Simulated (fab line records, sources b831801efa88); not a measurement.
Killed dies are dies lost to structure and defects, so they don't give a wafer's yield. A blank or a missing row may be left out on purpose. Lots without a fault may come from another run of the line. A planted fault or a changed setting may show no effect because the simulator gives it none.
A struck lot beside a sound one | flow gf180mcu | 21 steps out of a route of 602
Sound: wafers L189.3, L189.4, L189.6. Struck: wafers L202.1, L202.2, L202.3. The cause comes at the end.
At each step with rows: each side's tool, then ch and its chambers, then its first start. Under that, the readings that differ: sound wafers | struck wafers | difference of the means | sigmas: that difference in standard deviations of wafers without a fault.
alike: readings whose means differ by less than 2 such deviations, and words and numbers that are the same on both sides. not compared: withheld readings, readings that some wafer has no value for, bounds like >300 that may hide the same value, and numbers for which the record gives no deviation and whose values overlap.
The two part at a step that has a row with sigmas, a row that says differs or no value, or rows on one side only. Numbers that don't overlap but have no deviation are shown without sigmas and don't part them. A reading that every wafer of one side lacks parts them only if that side has two wafers or more.

first, 4 steps without rows for these wafers: GF_VT_IMPLANT_SOFTBAKE_25 (time 60 s); GF_VT_IMPLANT_EXPOSE_26 (exposes mask LVPWELL HV AREA, target cd 860 nm); GF_VT_IMPLANT_PEB_27; GF_VT_IMPLANT_DEVELOP_28 (develop time 60 s).
GF_VT_IMPLANT_OVL_MEAS_29:
  sound on overlay-02, day 8 06:05; struck on overlay-02, day 11 19:40
  alike: VT_IMPLANT_02_OVL
then, 1 step without rows for these wafers: GF_VT_IMPLANT_IMPLANT_30.
GF_VT_IMPLANT_STRIP_31: strips in O2/N2.
  sound on plasma_asher-01 ch 0,1, day 8 06:17; struck on plasma_asher-02 ch 0,1, day 11 19:52
  alike: drypump_motor_current_A, heater_power_w, n2_flow_sccm, oes_product_au, strip_time_to_endpoint_s
  not compared: rf_hours_counter_h
GF_VT_IMPLANT_TW_MEAS_32:
  sound on film_metro-02, day 8 06:23; struck on film_metro-01, day 11 19:58
  reading         | sound             | struck            | difference | sigmas
  VT_IMPLANT_3_TW | 271.3 271.6 270.1 | 265.6 266.6 266.5 | -4.8       | -3
then, 4 steps without rows for these wafers: GF_VT_IMPLANT_DEHYDRATE_33 (time 60 s); GF_VT_IMPLANT_HMDS_34 (prime time 60 s); GF_VT_IMPLANT_COAT_35 (resist thk 1000 nm); GF_VT_IMPLANT_SOFTBAKE_36 (time 60 s).
GF_VT_IMPLANT_EXPOSE_37: exposes mask Nwell HV AREA, target cd 860 nm.
  sound on iline_stepper-01 ch 0, day 8 15:10; struck on iline_stepper-01 ch 0, day 12 05:02
  reading | sound                                           | struck                                          | difference | sigmas
  mask    | Nwell_HV_AREA#0 Nwell_HV_AREA#0 Nwell_HV_AREA#0 | Nwell_LV_AREA#0 Nwell_LV_AREA#0 Nwell_LV_AREA#0 | differs    |
then, 2 steps without rows for these wafers: GF_VT_IMPLANT_PEB_38; GF_VT_IMPLANT_DEVELOP_39 (develop time 60 s).
GF_VT_IMPLANT_OVL_MEAS_40:
  sound on overlay-02, day 8 23:02; struck on overlay-02, day 12 14:17
  reading                | sound          | struck | difference                    | sigmas
  VT_IMPLANT_03_OVL (nm) | -2.2 -1.7 -2.0 | - - -  | no value on the struck wafers |
then, 1 step without rows for these wafers: GF_VT_IMPLANT_IMPLANT_41.
GF_VT_IMPLANT_STRIP_42: strips in O2/N2.
  sound on plasma_asher-01 ch 0,1, day 8 23:14; struck on plasma_asher-01 ch 0,1, day 12 14:29
  alike: drypump_motor_current_A, heater_power_w, n2_flow_sccm, oes_product_au, strip_time_to_endpoint_s
  not compared: rf_hours_counter_h
GF_VT_IMPLANT_TW_MEAS_43:
  sound on film_metro-03, day 8 23:20; struck on film_metro-03, day 12 14:35
  reading         | sound       | struck   | difference | sigmas
  VT_IMPLANT_4_TW | 691 692 694 | 30 30 30 | -662       | -99 or more
then, 1 step without rows for these wafers: GF_VT_IMPLANT_CLEAN_44 (cleans in SC1/SC2, time 150 s).
-- the record jumps here: 21 days lie between the struck wafers' starts before and after (it left off in module VT_IMPLANT and takes up again in module PASSIVATION, whose first step shown is number 602 of the route) --
GF_PASSIVATION_PROBE_99:
  the record has rows for the struck wafers here (prober-02, day 33 19:31) and none for the sound ones

WHERE THEY PART
First at GF_VT_IMPLANT_TW_MEAS_32; last, within this record, at GF_PASSIVATION_PROBE_99.

WHY: what the simulator had put in
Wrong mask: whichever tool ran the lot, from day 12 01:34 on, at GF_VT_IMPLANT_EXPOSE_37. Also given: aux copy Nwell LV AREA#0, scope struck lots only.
